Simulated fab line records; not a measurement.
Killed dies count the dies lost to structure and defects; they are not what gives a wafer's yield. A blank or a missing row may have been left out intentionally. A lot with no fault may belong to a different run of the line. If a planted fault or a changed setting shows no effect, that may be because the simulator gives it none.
fab line records	flow sky130
[record] lots = 13	wafers = 39	last-day = 50
route steps=708 shown VT_ADJUST_NCORE@130 SONOS_ONO@173 GATE_OXIDE@199 POLY_GATE@227 PAD_OPEN@708
lots that met no fault: from a run of the same line without faults
start-h: hours from the record's first day to the start of the lot's first wafer shown	wait-h: time in hours since the lot's previous step	" identical to the entry in the row above	L1.1+2: a row that stands for several wafers	- no value present, or no start provided	* or withheld: withheld	< > ~ a bound
route shown NAME@n: names a module that has steps shown in the file, with the first one's number in the route	usual: average and standard deviation across the fault-free wafers	same: alike in all rows	chamber/n: place in a boat	sites: the reading at each site	_std_site: their standard deviation	_edge_site: mean of outer sites minus mean of inner sites	radius-mm: for every site, how far away it sits from the centre of the wafer	mask NAME#n: copy n	behind: the most recent tool/chamber to have shaped the wafer	hold: the reason the lot was held/the length of the hold in hours/how it ended	device: names the non-switching transistor (n, p or np)	end of line: tests of these same wafers at the route's end	for a step that has no rows: nothing shown but its recipe	killed: not the wafer's yield, but the dies lost to structure and defects at the first sort	map: the dies of a wafer, with x for killed, . for not killed, _ for no die there
set.NAME: the setting as run; set.NAME@STEP: as run at that earlier step	model.NAME: the simulator's own value behind a step, which no gauge read
one table for each step of the route and one row for each wafer, over a sample of lots
services: from which hour (start-h, from the record's first day; less than 0 if before it) a tool's chamber was out of use, for how many hours, and why
[[steps]]
[step SKY_VT_ADJUST_NCORE_TW_MEAS_11]
[usual] VT_ADJUST_NCORE_TW = 221.0/2.5
lot.wafer	tool	chamber	start-h	wait-h	VT_ADJUST_NCORE_TW
L852.1	film-metro-01	-	185.84	0.1	225.4
L852.4	"	-	"	"	225.6
L852.5	"	-	"	"	225.3
L853.1	film-metro-03	-	197.40	0.1	220.2
L853.3	"	-	"	"	220.4
L853.5	"	-	"	"	220.4
L854.1	film-metro-03	-	204.80	0.1	220.4
L854.4	"	-	"	"	219.9
L854.5	"	-	"	"	220.4
L856.2	film-metro-01	-	217.81	0.1	224.5
L856.4	"	-	"	"	223.9
L856.5	"	-	"	"	223.2
L857.1	film-metro-02	-	226.80	0.1	218.5
L857.4	"	-	"	"	218.8
L857.5	"	-	"	"	217.6
L858.3	film-metro-03	-	233.37	0.1	221.1
L858.5	"	-	"	"	220.4
L858.6	"	-	"	"	219.7
L862.1	film-metro-01	-	259.49	0.1	224.9
L862.3	"	-	"	"	224.7
L862.4	"	-	"	"	224.1
L863.1	film-metro-01	-	264.50	0.1	225.1
L863.2	"	-	"	"	225.1
L863.6	"	-	"	"	224.4
L868.2	film-metro-02	-	317.06	0.1	218.7
L868.4	"	-	"	"	218.4
L868.5	"	-	"	"	219.1
L869.2	film-metro-02	-	319.08	0.1	220.2
L869.5	"	-	"	"	218.3
L869.6	"	-	"	"	218.7
L871.2	film-metro-02	-	328.71	0.1	219.8
L871.3	"	-	"	"	219.3
L871.5	"	-	"	"	219.0
L873.1	film-metro-01	-	339.75	0.1	222.1
L873.3	"	-	"	"	222.7
L873.6	"	-	"	"	223.4
L874.1	film-metro-03	-	347.12	0.1	219.8
L874.2	"	-	"	"	218.7
L874.4	"	-	"	"	218.7
[step SKY_SONOS_ONO_THK_MEAS_05]
[recipe] reads = SiO2_of_SONOS_ONO_CVD_04
[usual] SONOS_ONO_CVD_04_THK = 5.81/0.1
lot.wafer	tool	chamber	start-h	wait-h	SONOS_ONO_CVD_04_THK[nm]
L852.1	film-metro-03	-	257.77	0.0	5.78
L852.4	"	-	"	"	5.83
L852.5	"	-	"	"	5.69
L853.1	film-metro-01	-	272.73	0.0	5.89
L853.3	"	-	"	"	5.79
L853.5	"	-	"	"	5.82
L854.1	film-metro-01	-	279.93	0.0	5.82
L854.4	"	-	"	"	5.82
L854.5	"	-	"	"	5.90
L856.2	film-metro-01	-	296.82	0.0	5.80
L856.4	"	-	"	"	5.82
L856.5	"	-	"	"	5.76
L857.1	film-metro-02	-	306.51	0.0	5.62
L857.4	"	-	"	"	5.67
L857.5	"	-	"	"	5.72
L858.3	film-metro-01	-	313.52	0.0	5.98
L858.5	"	-	"	"	5.99
L858.6	"	-	"	"	5.85
L862.1	film-metro-03	-	346.67	0.0	5.85
L862.3	"	-	"	"	5.79
L862.4	"	-	"	"	5.74
L863.1	film-metro-03	-	350.71	0.0	5.85
L863.2	"	-	"	"	5.77
L863.6	"	-	"	"	5.75
L868.2	film-metro-03	-	408.90	0.0	5.96
L868.4	"	-	"	"	6.04
L868.5	"	-	"	"	5.85
L869.2	film-metro-02	-	408.90	0.0	5.77
L869.5	"	-	"	"	5.81
L869.6	"	-	"	"	5.93
L871.2	film-metro-02	-	420.37	0.0	5.71
L871.3	"	-	"	"	5.75
L871.5	"	-	"	"	5.73
L873.1	film-metro-03	-	430.48	0.0	5.80
L873.3	"	-	"	"	5.70
L873.6	"	-	"	"	5.80
L874.1	film-metro-03	-	437.74	0.0	5.76
L874.2	"	-	"	"	5.82
L874.4	"	-	"	"	5.81
[step SKY_GATE_OXIDE_WET_ETCH_12]
[recipe] chemistry = dHF	target-depth-nm = 16.8	dry = n2-spin	target = SiO2	dilution = 100:1	temp-c = 25	time-s = 336
[usual] run-length-s = 364/3.9
lot.wafer	tool	chamber	start-h	wait-h	run-length-s
L852.1	wet-bench-03	2	308.47	0.1	361
L852.4	"	2	"	"	361
L852.5	"	2	"	"	361
L853.1	wet-bench-01	1	324.42	0.1	359
L853.3	"	1	"	"	359
L853.5	"	1	"	"	359
L854.1	wet-bench-03	0	333.98	0.1	363
L854.4	"	0	"	"	363
L854.5	"	0	"	"	363
L856.2	wet-bench-04	2	351.22	0.1	370
L856.4	"	2	"	"	370
L856.5	"	2	"	"	370
L857.1	wet-bench-01	0	362.87	0.1	361
L857.4	"	0	"	"	361
L857.5	"	0	"	"	361
L858.3	wet-bench-01	3	371.27	0.1	361
L858.5	"	3	"	"	361
L858.6	"	3	"	"	361
L862.1	wet-bench-03	1	404.43	0.1	362
L862.3	"	1	"	"	362
L862.4	"	1	"	"	362
L863.1	wet-bench-03	3	410.58	0.1	363
L863.2	"	3	"	"	363
L863.6	"	3	"	"	363
L869.2	wet-bench-03	2	474.13	0.1	361
L869.5	"	2	"	"	361
L869.6	"	2	"	"	361
L868.2	wet-bench-04	1	474.62	0.1	370
L868.4	"	1	"	"	370
L868.5	"	1	"	"	370
L871.2	wet-bench-03	2	484.27	0.1	173
L871.3	"	2	"	"	173
L871.5	"	2	"	"	173
L873.1	wet-bench-04	1	494.57	0.1	369
L873.3	"	1	"	"	369
L873.6	"	1	"	"	369
L874.1	wet-bench-04	1	500.73	0.1	370
L874.2	"	1	"	"	370
L874.4	"	1	"	"	370
[step SKY_POLY_GATE_CD_MEAS_13]
[recipe] target-cd-nm = 150
[usual] cd-nm = 150.1/1.5
lot.wafer	tool	chamber	start-h	wait-h	cd-nm
L852.1	cd-sem-01	-	369.36	-	150.2
L852.4	"	-	"	"	150.5
L852.5	"	-	"	"	150.7
L853.1	cd-sem-01	-	388.58	-	150.6
L853.3	"	-	"	"	151.1
L853.5	"	-	"	"	149.4
L854.1	cd-sem-01	-	400.61	-	150.8
L854.4	"	-	"	"	151.4
L854.5	"	-	"	"	151.4
L856.2	cd-sem-02	-	420.83	-	151.3
L856.4	"	-	"	"	149.8
L856.5	"	-	"	"	150.5
L857.1	cd-sem-02	-	430.23	-	151.7
L857.4	"	-	"	"	151.9
L857.5	"	-	"	"	149.8
L858.3	cd-sem-01	-	440.24	-	149.2
L858.5	"	-	"	"	149.4
L858.6	"	-	"	"	150.3
L862.1	cd-sem-02	-	470.25	-	152.3
L862.3	"	-	"	"	152.7
L862.4	"	-	"	"	153.3
L863.1	cd-sem-01	-	477.40	-	152.8
L863.2	"	-	"	"	152.5
L863.6	"	-	"	"	151.4
L869.2	cd-sem-02	-	540.03	-	150.9
L869.5	"	-	"	"	150.2
L869.6	"	-	"	"	150.8
L868.2	cd-sem-01	-	541.20	-	150.1
L868.4	"	-	"	"	151.2
L868.5	"	-	"	"	149.4
L873.1	cd-sem-02	-	559.24	-	148.2
L873.3	"	-	"	"	148.7
L873.6	"	-	"	"	147.9
L874.1	cd-sem-01	-	564.71	-	149.1
L874.2	"	-	"	"	150.5
L874.4	"	-	"	"	149.3
[step SKY_PAD_OPEN_PROBE_99]
[usual] killed_at_M0_to_M3 = 44/6.9	killed_at_M4_up = 3.3/1.8	killed-at-contacts = 24/5	killed-at-front-end = 16/4.6	killed-at-other = 0.2/0.42	killed-dies = 88/9.2	killed-on-rim = 17/3.5	killed-open = 48/7.3	killed-short = 40/6.5
[same] gross-dies = 492	killed-at-back-side = 0
lot.wafer	tool	chamber	start-h	wait-h	hold	killed_at_M0_to_M3	killed_at_M4_up	killed-at-contacts	killed-at-front-end	killed-at-other	killed-dies	killed-on-rim	killed-open	killed-short
L852.1	prober-02	-	1074.86	0.1	-	36	4	16	15	0	71	14	33	38
L852.4	prober-02	-	1075.01	0.2	-	44	4	19	26	0	93	14	51	42
L852.5	prober-02	-	1075.06	0.2	-	33	3	25	19	0	80	13	45	35
L853.1	prober-01	-	1087.08	0.1	-	44	3	24	13	1	85	18	36	49
L853.3	prober-01	-	1087.18	0.2	-	53	6	28	15	0	102	19	50	52
L853.5	prober-01	-	1087.28	0.2	-	50	7	28	12	0	97	27	51	46
L854.1	prober-02	-	1099.57	0.1	-	41	5	20	13	0	79	19	35	44
L854.4	prober-02	-	1099.72	0.2	-	45	8	25	15	1	94	21	34	60
L854.5	prober-02	-	1099.77	0.2	-	32	4	25	16	0	77	14	40	37
L856.2	prober-01	-	1111.15	0.1	-	40	4	18	20	0	82	13	52	30
L856.4	prober-01	-	1111.25	0.2	-	39	4	29	17	0	89	21	40	48
L856.5	prober-01	-	1111.30	0.2	-	44	3	21	22	1	91	13	52	39
L857.1	prober-01	-	1120.61	0.1	-	51	2	30	10	0	93	18	54	39
L857.4	prober-01	-	1120.76	0.2	-	42	3	24	7	0	76	18	43	33
L857.5	prober-01	-	1120.81	0.2	-	32	3	23	12	1	71	18	38	33
L858.3	prober-02	-	1125.75	0.2	-	49	3	24	11	0	87	17	56	31
L858.5	prober-02	-	1125.85	0.2	-	50	2	16	14	0	82	19	41	41
L858.6	prober-02	-	1125.90	0.2	-	39	4	28	15	0	86	24	53	33
L862.1	prober-02	-	1141.62	0.1	-	44	3	20	13	0	80	13	41	39
L862.3	prober-02	-	1141.72	0.2	-	46	3	25	22	0	96	15	54	42
L862.4	prober-02	-	1141.77	0.2	-	38	3	24	18	0	83	17	47	36
L863.1	prober-01	-	1147.82	0.1	-	41	2	16	13	1	73	14	46	27
L863.2	prober-01	-	1147.87	0.1	-	37	8	30	19	0	94	20	65	29
L863.6	prober-01	-	1148.07	0.2	-	38	5	29	20	0	92	15	56	36
L869.2	prober-02	-	1181.05	0.1	-	48	3	25	18	0	94	25	60	34
L869.5	prober-02	-	1181.20	0.2	-	33	4	22	24	0	83	15	41	42
L869.6	prober-02	-	1181.25	0.2	-	47	5	17	12	0	81	14	48	32
L868.2	prober-01	-	1186.03	0.1	-	50	2	26	12	1	91	22	42	48
L868.4	prober-01	-	1186.13	0.2	-	47	3	32	11	1	94	22	43	50
L868.5	prober-01	-	1186.18	0.2	-	45	2	20	14	0	81	19	43	38
L871.2	prober-01	-	1187.95	0.1	await-dispo/3.0h/scrap	54	2	16	420	0	492	96	47	39
L871.3	prober-01	-	1188.00	0.2	await-dispo/3.0h/scrap	42	3	28	419	0	492	96	43	50
L871.5	prober-01	-	1188.10	0.2	await-dispo/3.0h/scrap	46	4	31	411	0	492	96	55	41
L873.1	prober-01	-	1195.83	0.1	-	55	2	25	19	0	101	23	58	43
L873.3	prober-01	-	1195.93	0.2	-	51	3	22	9	0	85	12	48	37
L873.6	prober-01	-	1196.08	0.2	-	51	1	27	22	0	101	21	58	42
L874.1	prober-02	-	1198.14	0.1	-	35	6	27	16	0	84	15	54	30
L874.2	prober-02	-	1198.19	0.1	-	42	2	36	11	1	92	15	51	40
L874.4	prober-02	-	1198.29	0.2	-	50	2	29	13	0	94	18	53	41
// killed by level:class
L852.1 VIA3:geometric-particle:open=10 VIA1:geometric-particle:short=7 LOCAL_INTERCONNECT:geometric-particle:short=6 VIA1:geometric-particle:open=6 METAL1:geometric-particle:short=5 FIELD_ISO:geometric-particle:short=4 POLY_GATE:geometric-particle:open=4 FIELD_ISO:geometric-particle:open=3
L852.4 VIA1:geometric-particle:open=10 LI_CONTACT:geometric-particle:open=7 VIA3:geometric-particle:open=7 FIELD_ISO:geometric-particle:short=6 POLY_GATE:geometric-particle:open=6 VIA2:geometric-particle:open=6 POLY_GATE:geometric-particle:short=5 CONTACT:geometric-particle:open=5
L852.5 LI_CONTACT:geometric-particle:open=9 CONTACT:geometric-particle:open=8 VIA3:geometric-particle:open=7 FIELD_ISO:geometric-particle:open=6 VIA1:geometric-particle:open=6 VIA2:geometric-particle:open=5 FIELD_ISO:geometric-particle:short=4 POLY_GATE:geometric-particle:short=4
L853.1 CONTACT:geometric-particle:open=11 METAL2:geometric-particle:short=11 VIA1:geometric-particle:short=8 VIA2:geometric-particle:open=7 POLY_GATE:geometric-particle:short=6 LI_CONTACT:geometric-particle:short=5 LI_CONTACT:geometric-particle:open=4 LOCAL_INTERCONNECT:geometric-particle:short=4
L853.3 VIA1:geometric-particle:open=12 CONTACT:geometric-particle:open=11 METAL1:geometric-particle:short=7 VIA1:geometric-particle:short=7 VIA2:geometric-particle:open=6 CONTACT:geometric-particle:short=6 VIA3:geometric-particle:open=6 LOCAL_INTERCONNECT:geometric-particle:short=5
L853.5 CONTACT:geometric-particle:open=13 VIA3:geometric-particle:open=11 VIA1:geometric-particle:open=9 METAL2:geometric-particle:short=8 CONTACT:geometric-particle:short=7 METAL1:geometric-particle:short=7 VIA2:geometric-particle:short=5 POLY_GATE:geometric-particle:open=4
L854.1 CONTACT:geometric-particle:open=8 METAL1:geometric-particle:short=7 LOCAL_INTERCONNECT:geometric-particle:short=5 METAL4:geometric-particle:short=5 VIA2:geometric-particle:open=5 FIELD_ISO:geometric-particle:open=4 VIA1:geometric-particle:open=4 VIA3:geometric-particle:open=4
L854.4 METAL1:geometric-particle:short=8 LOCAL_INTERCONNECT:geometric-particle:short=8 VIA1:geometric-particle:open=8 POLY_GATE:geometric-particle:short=7 CONTACT:geometric-particle:open=7 VIA1:geometric-particle:short=6 METAL2:geometric-particle:short=5 VIA2:geometric-particle:open=4
L854.5 CONTACT:geometric-particle:open=13 VIA1:geometric-particle:open=6 FIELD_ISO:geometric-particle:open=4 LI_CONTACT:geometric-particle:open=4 VIA1:geometric-particle:short=4 METAL1:geometric-particle:short=4 VIA2:geometric-particle:open=4 METAL3:geometric-particle:short=4
L856.2 VIA2:geometric-particle:open=9 VIA3:geometric-particle:open=8 LI_CONTACT:geometric-particle:open=8 VIA1:geometric-particle:open=7 CONTACT:geometric-particle:open=6 FIELD_ISO:geometric-particle:short=5 POLY_GATE:geometric-particle:open=4 POLY_GATE:geometric-particle:short=4
L856.4 LI_CONTACT:geometric-particle:open=8 CONTACT:geometric-particle:short=8 CONTACT:geometric-particle:open=7 VIA1:geometric-particle:short=7 VIA2:geometric-particle:open=7 FIELD_ISO:geometric-particle:short=4 POLY_GATE:geometric-particle:short=4 VIA1:geometric-particle:open=4
L856.5 CONTACT:geometric-particle:open=12 VIA1:geometric-particle:open=12 FIELD_ISO:geometric-particle:open=7 POLY_GATE:geometric-particle:short=7 VIA2:geometric-particle:open=7 POLY_GATE:geometric-particle:open=5 METAL1:geometric-particle:short=5 METAL2:geometric-particle:short=5
L857.1 VIA1:geometric-particle:open=13 CONTACT:geometric-particle:open=12 VIA2:geometric-particle:open=11 LI_CONTACT:geometric-particle:open=7 METAL2:geometric-particle:short=7 VIA3:geometric-particle:open=6 FIELD_ISO:geometric-particle:short=4 CONTACT:geometric-particle:short=4
L857.4 VIA1:geometric-particle:open=13 CONTACT:geometric-particle:open=9 LI_CONTACT:geometric-particle:open=5 VIA3:geometric-particle:open=5 VIA2:geometric-particle:open=5 VIA2:geometric-particle:short=5 METAL1:geometric-particle:short=4 LOCAL_INTERCONNECT:geometric-particle:short=4
L857.5 LI_CONTACT:geometric-particle:open=8 VIA2:geometric-particle:open=8 VIA1:geometric-particle:open=7 LI_CONTACT:geometric-particle:short=5 CONTACT:geometric-particle:open=5 FIELD_ISO:geometric-particle:open=4 LOCAL_INTERCONNECT:geometric-particle:short=4 METAL2:geometric-particle:short=4
L858.3 CONTACT:geometric-particle:open=13 VIA1:geometric-particle:open=12 METAL3:geometric-particle:short=7 FIELD_ISO:geometric-particle:open=5 POLY_GATE:geometric-particle:open=5 VIA3:geometric-particle:open=5 VIA2:geometric-particle:open=5 LI_CONTACT:geometric-particle:open=4
L858.5 METAL2:geometric-particle:short=13 VIA3:geometric-particle:open=10 VIA1:geometric-particle:open=9 VIA1:geometric-particle:short=8 POLY_GATE:geometric-particle:open=6 LI_CONTACT:geometric-particle:open=6 CONTACT:geometric-particle:open=5 VIA3:geometric-particle:short=4
L858.6 LI_CONTACT:geometric-particle:open=11 CONTACT:geometric-particle:open=10 VIA1:geometric-particle:open=10 METAL1:geometric-particle:short=5 VIA3:geometric-particle:open=5 POLY_GATE:geometric-particle:short=4 LOCAL_INTERCONNECT:geometric-particle:short=4 FIELD_ISO:geometric-particle:short=3
L862.1 VIA2:geometric-particle:open=12 VIA1:geometric-particle:short=7 CONTACT:geometric-particle:open=6 VIA1:geometric-particle:open=6 METAL1:geometric-particle:short=6 LOCAL_INTERCONNECT:geometric-particle:short=5 VIA3:geometric-particle:open=5 FIELD_ISO:geometric-particle:open=4
L862.3 VIA1:geometric-particle:open=11 CONTACT:geometric-particle:open=10 FIELD_ISO:geometric-particle:open=9 VIA2:geometric-particle:short=8 FIELD_ISO:geometric-particle:short=6 VIA2:geometric-particle:open=6 VIA3:geometric-particle:open=6 LI_CONTACT:geometric-particle:open=5
L862.4 CONTACT:geometric-particle:open=13 METAL2:geometric-particle:short=8 FIELD_ISO:geometric-particle:open=6 VIA1:geometric-particle:short=6 VIA3:geometric-particle:open=6 FIELD_ISO:geometric-particle:short=4 LI_CONTACT:geometric-particle:open=4 VIA1:geometric-particle:open=4
L863.1 VIA1:geometric-particle:open=13 CONTACT:geometric-particle:open=11 VIA3:geometric-particle:open=5 FIELD_ISO:geometric-particle:open=4 METAL1:geometric-particle:short=4 VIA2:geometric-particle:open=4 METAL3:geometric-particle:short=4 LI_CONTACT:geometric-particle:open=3
L863.2 VIA1:geometric-particle:open=13 CONTACT:geometric-particle:open=10 LI_CONTACT:geometric-particle:open=9 VIA2:geometric-particle:open=8 FIELD_ISO:geometric-particle:open=6 VIA3:geometric-particle:open=6 METAL4:geometric-particle:short=5 LOCAL_INTERCONNECT:geometric-particle:open=4
L863.6 VIA1:geometric-particle:open=16 CONTACT:geometric-particle:open=14 LI_CONTACT:geometric-particle:open=8 POLY_GATE:geometric-particle:short=6 FIELD_ISO:geometric-particle:short=5 VIA2:geometric-particle:short=5 VIA2:geometric-particle:open=4 METAL4:geometric-particle:short=4
L869.2 LI_CONTACT:geometric-particle:open=12 VIA1:geometric-particle:open=9 POLY_GATE:geometric-particle:short=7 VIA3:geometric-particle:open=7 METAL1:geometric-particle:short=6 CONTACT:geometric-particle:open=6 METAL3:geometric-particle:open=5 METAL2:geometric-particle:short=4
L869.5 VIA1:geometric-particle:open=7 POLY_GATE:geometric-particle:short=6 LI_CONTACT:geometric-particle:open=6 VIA2:geometric-particle:open=6 FIELD_ISO:geometric-particle:short=5 LOCAL_INTERCONNECT:geometric-particle:short=5 CONTACT:geometric-particle:open=5 METAL2:geometric-particle:short=5
L869.6 VIA1:geometric-particle:open=12 VIA2:geometric-particle:open=11 CONTACT:geometric-particle:open=9 VIA3:geometric-particle:open=7 METAL1:geometric-particle:short=5 METAL2:geometric-particle:short=5 FIELD_ISO:geometric-particle:short=4 METAL4:geometric-particle:short=3
L868.2 METAL1:geometric-particle:short=10 CONTACT:geometric-particle:open=9 VIA1:geometric-particle:open=8 LI_CONTACT:geometric-particle:open=7 METAL2:geometric-particle:short=7 VIA3:geometric-particle:open=7 VIA1:geometric-particle:short=6 LOCAL_INTERCONNECT:geometric-particle:short=5
L868.4 CONTACT:geometric-particle:open=10 VIA2:geometric-particle:open=8 LI_CONTACT:geometric-particle:open=6 LOCAL_INTERCONNECT:geometric-particle:short=6 CONTACT:geometric-particle:short=6 VIA1:geometric-particle:open=6 POLY_GATE:geometric-particle:short=5 METAL1:geometric-particle:short=5
L868.5 CONTACT:geometric-particle:open=7 VIA1:geometric-particle:open=7 VIA3:geometric-particle:open=7 POLY_GATE:geometric-particle:open=6 VIA2:geometric-particle:open=6 METAL1:geometric-particle:short=5 CONTACT:geometric-particle:short=5 VIA1:geometric-particle:short=5
L871.2 GATE_OXIDE:area-etch=405 VIA1:geometric-particle:open=10 VIA2:geometric-particle:open=10 VIA1:geometric-particle:short=8 VIA3:geometric-particle:open=7 LI_CONTACT:geometric-particle:open=6 METAL1:geometric-particle:short=6 CONTACT:geometric-particle:open=5
L871.3 GATE_OXIDE:area-etch=399 CONTACT:geometric-particle:short=8 CONTACT:geometric-particle:open=8 LI_CONTACT:geometric-particle:open=7 VIA2:geometric-particle:short=6 METAL2:geometric-particle:short=6 VIA3:geometric-particle:open=6 POLY_GATE:geometric-particle:open=5
L871.5 GATE_OXIDE:area-etch=396 VIA1:geometric-particle:open=15 LI_CONTACT:geometric-particle:open=11 VIA3:geometric-particle:open=8 LOCAL_INTERCONNECT:geometric-particle:short=8 CONTACT:geometric-particle:open=7 FIELD_ISO:geometric-particle:open=6 METAL2:geometric-particle:short=6
L873.1 VIA1:geometric-particle:open=13 VIA2:geometric-particle:open=12 CONTACT:geometric-particle:short=8 CONTACT:geometric-particle:open=8 POLY_GATE:geometric-particle:open=7 VIA2:geometric-particle:short=7 LI_CONTACT:geometric-particle:open=6 VIA1:geometric-particle:short=6
L873.3 VIA3:geometric-particle:open=10 METAL2:geometric-particle:open=9 LI_CONTACT:geometric-particle:open=7 VIA2:geometric-particle:open=7 POLY_GATE:geometric-particle:short=6 CONTACT:geometric-particle:open=6 VIA1:geometric-particle:open=6 CONTACT:geometric-particle:short=5
L873.6 VIA1:geometric-particle:open=14 CONTACT:geometric-particle:open=12 VIA2:geometric-particle:open=11 POLY_GATE:geometric-particle:short=8 CONTACT:geometric-particle:short=8 METAL1:geometric-particle:short=8 POLY_GATE:geometric-particle:open=5 LI_CONTACT:geometric-particle:open=4
L874.1 CONTACT:geometric-particle:open=15 POLY_GATE:geometric-particle:open=8 VIA1:geometric-particle:open=8 VIA2:geometric-particle:open=7 VIA3:geometric-particle:open=7 METAL4:geometric-particle:short=6 LI_CONTACT:geometric-particle:open=4 LOCAL_INTERCONNECT:geometric-particle:short=4
L874.2 CONTACT:geometric-particle:open=16 VIA1:geometric-particle:open=8 LOCAL_INTERCONNECT:geometric-particle:short=7 CONTACT:geometric-particle:short=7 METAL1:geometric-particle:short=6 VIA2:geometric-particle:open=6 VIA3:geometric-particle:open=6 FIELD_ISO:geometric-particle:short=4
L874.4 VIA1:geometric-particle:open=14 CONTACT:geometric-particle:open=13 VIA1:geometric-particle:short=8 LI_CONTACT:geometric-particle:open=6 METAL1:geometric-particle:short=6 VIA2:geometric-particle:open=6 FIELD_ISO:geometric-particle:open=5 CONTACT:geometric-particle:short=5
[[services]]
tool	chamber	start-h	hours	kind
wet-bench-01	-	316.01	0.6	repair
wet-bench-01	-	399.42	2.6	repair
wet-bench-03	-	445.92	1.2	repair
wet-bench-01	-	500.62	7.1	repair
[[key]]
[first-sign] step = SKY_GATE_OXIDE_WET_ETCH_12	reading = run-length-s	direction = down	sigmas = 49	usual = *	struck = *
[effect] step = SKY_PAD_OPEN_PROBE_99	reading = killed-at-front-end	direction = up	sigmas = 87	usual = 16	struck = 417
[more-kills-born-at] SKY_GATE_OXIDE_WET_ETCH_12@wet-bench-03 = 1200
met-at SKY_GATE_OXIDE_WET_ETCH_12
struck-lots L871
struck-wafers L871.2,L871.3,L871.5
later-rows-left-out L871.2,L871.3,L871.5
tester-left-out L871
not-acting-at SKY_VT_ADJUST_NCORE_TW_MEAS_11,SKY_SONOS_ONO_THK_MEAS_05,SKY_POLY_GATE_CD_MEAS_13
onset-between 474.13 484.27
[fault] kind = process-parameter-drift	tool = wet-bench-03	chamber = 2	onset-h = 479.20	steps = SKY_GATE_OXIDE_WET_ETCH_12	channel = time-s	offset = *	shape = step	end-h = 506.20	acts-in = *	stated = *
// tester-left-out: of these lots the tester's yield and bins aren't shown, on N5 and GAA mostly nor the transistor test; their killed dies are dies lost to structure and defects alone, not to doping, threshold or leakage, so they don't give the yield
// later-rows-left-out: the simulator's readings of these wafers behind a module that went badly wrong aren't trusted and aren't shown, but for the sort
